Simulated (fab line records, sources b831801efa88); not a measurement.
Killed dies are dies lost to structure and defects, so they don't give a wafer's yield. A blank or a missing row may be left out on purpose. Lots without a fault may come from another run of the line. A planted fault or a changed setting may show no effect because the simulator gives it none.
A struck lot beside a sound one | flow sky130 | 19 steps out of a route of 708
Sound: wafers L510.1, L510.5, L510.6. Struck: wafers L517.1, L517.2, L517.3. The cause comes at the end.
At each step with rows: each side's tool, then ch and its chambers, then its first start. Under that, the readings that differ: sound wafers | struck wafers | difference of the means | sigmas: that difference in standard deviations of wafers without a fault.
alike: readings whose means differ by less than 2 such deviations, and words and numbers that are the same on both sides. not compared: withheld readings, readings that some wafer has no value for, bounds like >300 that may hide the same value, and numbers for which the record gives no deviation and whose values overlap.
The two part at a step that has a row with sigmas, a row that says differs or no value, or rows on one side only. Numbers that don't overlap but have no deviation are shown without sigmas and don't part them. A reading that every wafer of one side lacks parts them only if that side has two wafers or more.

SKY_VIA4_ETCH_12: etches SiO2 in C4F8/O2/Ar, stops on TiN, target depth 580 nm.
  sound on rie_diel-03 ch 0,3, day 44 10:15; struck on rie_diel-04 ch 0,1,3, day 46 06:36
  alike: bias_w, oes_product_au
SKY_VIA4_STRIP_13: strips in O2/N2.
  sound on plasma_asher-02 ch 0,1, day 44 10:19; struck on plasma_asher-04 ch 0,1, day 46 06:40
  alike: drypump_motor_current_A, o2_flow_sccm, oes_product_au, strip_time_to_endpoint_s
  not compared: rf_hours_counter_h
then, 4 steps without rows for these wafers: SKY_VIA4_STRIP_14 (strips in post etch residue remover, time 1200 s); SKY_VIA4_CLEAN_15 (cleans in IPA, time 180 s); SKY_VIA4_CLEAN_16 (cleans in O3/DIW); SKY_VIA4_SPUTTER_17 (material TiN, target thk 20 nm, time 80 s).
SKY_VIA4_CVD_18: deposits W, target thk 505 nm, time 152.14 s.
  sound on cvd_w-02 ch 0,1, day 44 10:59; struck on cvd_w-02 ch 0,1, day 46 07:19
  alike: heater_power_w
SKY_VIA4_RS_MEAS_19: measures by four-point-probe.
  sound on film_metro-04, day 44 11:08; struck on film_metro-01, day 46 07:28
  alike: VIA4_W_RS
SKY_VIA4_THK_MEAS_20: measures by xrf.
  sound on film_metro-04, day 44 11:15; struck on film_metro-01, day 46 07:35
  alike: VIA4_W_THK
SKY_VIA4_CMP_21: polishes, stops on SiO2, t overpolish 25 s, target thk 0 nm.
  sound on cmp-01 ch 0,2,3, day 44 11:28; struck on cmp-01 ch 0,2,3, day 46 08:00
  alike: motor_current_A, overpolish_run_s, platen_rpm, time_to_endpoint_s
SKY_METAL5_SPUTTER_00: material Ti, target thk 15 nm, time 10 s.
  sound on pvd_sputter-04, day 44 11:37; struck on pvd_sputter-03, day 46 08:18
  alike: cathode_dc_power_W, chamber_pressure_pa, throttle_valve_pct
then, 1 step without rows for these wafers: SKY_METAL5_SPUTTER_01 (material TiN, target thk 20 nm, time 16.7 s).
SKY_METAL5_SPUTTER_02: material AlCu, target thk 1150 nm, time 61.2 s.
  sound on pvd_sputter-04, day 44 11:40; struck on pvd_sputter-03, day 46 08:21
  no value came back on the struck wafers for cathode_dc_power_W (W), chamber_pressure_pa (Pa), throttle_valve_pct (%), time_s (s); on the sound wafers cathode_dc_power_W (W) reads 10600 10598 10601
then, 2 steps without rows for these wafers: SKY_METAL5_SPUTTER_03 (material Ti, target thk 5 nm, time 3.3 s); SKY_METAL5_SPUTTER_04 (material TiN, target thk 70 nm, time 58.3 s).
SKY_METAL5_RS_MEAS_05: measures by four-point-probe.
  sound on film_metro-01, day 44 11:46; struck on film_metro-03, day 46 08:28
  reading                 | sound                  | struck              | difference | sigmas
  METAL5_ALCU_RS (ohm/sq) | 0.02714 0.02698 0.0272 | 8.758 8.7552 8.6829 | +8.705     | +99 or more
SKY_METAL5_THK_MEAS_06: measures by xrf.
  sound on film_metro-01, day 44 11:53; struck on film_metro-03, day 46 08:35
  reading              | sound          | struck   | difference | sigmas
  METAL5_ALCU_THK (nm) | 1137 1154 1142 | <1 <1 <1 | differs    |
then, 1 step without rows for these wafers: SKY_METAL5_DEHYDRATE_07 (time 60 s).
-- the record jumps here: 3 days lie between the struck wafers' starts before and after (it left off in module METAL5 and takes up again in module PAD_OPEN, whose first step shown is number 708 of the route) --
SKY_PAD_OPEN_PROBE_99:
  the record has rows for the struck wafers here (prober-01, day 48 22:22) and none for the sound ones

WHERE THEY PART
First at SKY_METAL5_SPUTTER_02; last, within this record, at SKY_PAD_OPEN_PROBE_99.

WHY: what the simulator had put in
Skipped step whole: pvd_sputter-03, from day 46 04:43 on, at SKY_METAL5_SPUTTER_02. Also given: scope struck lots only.
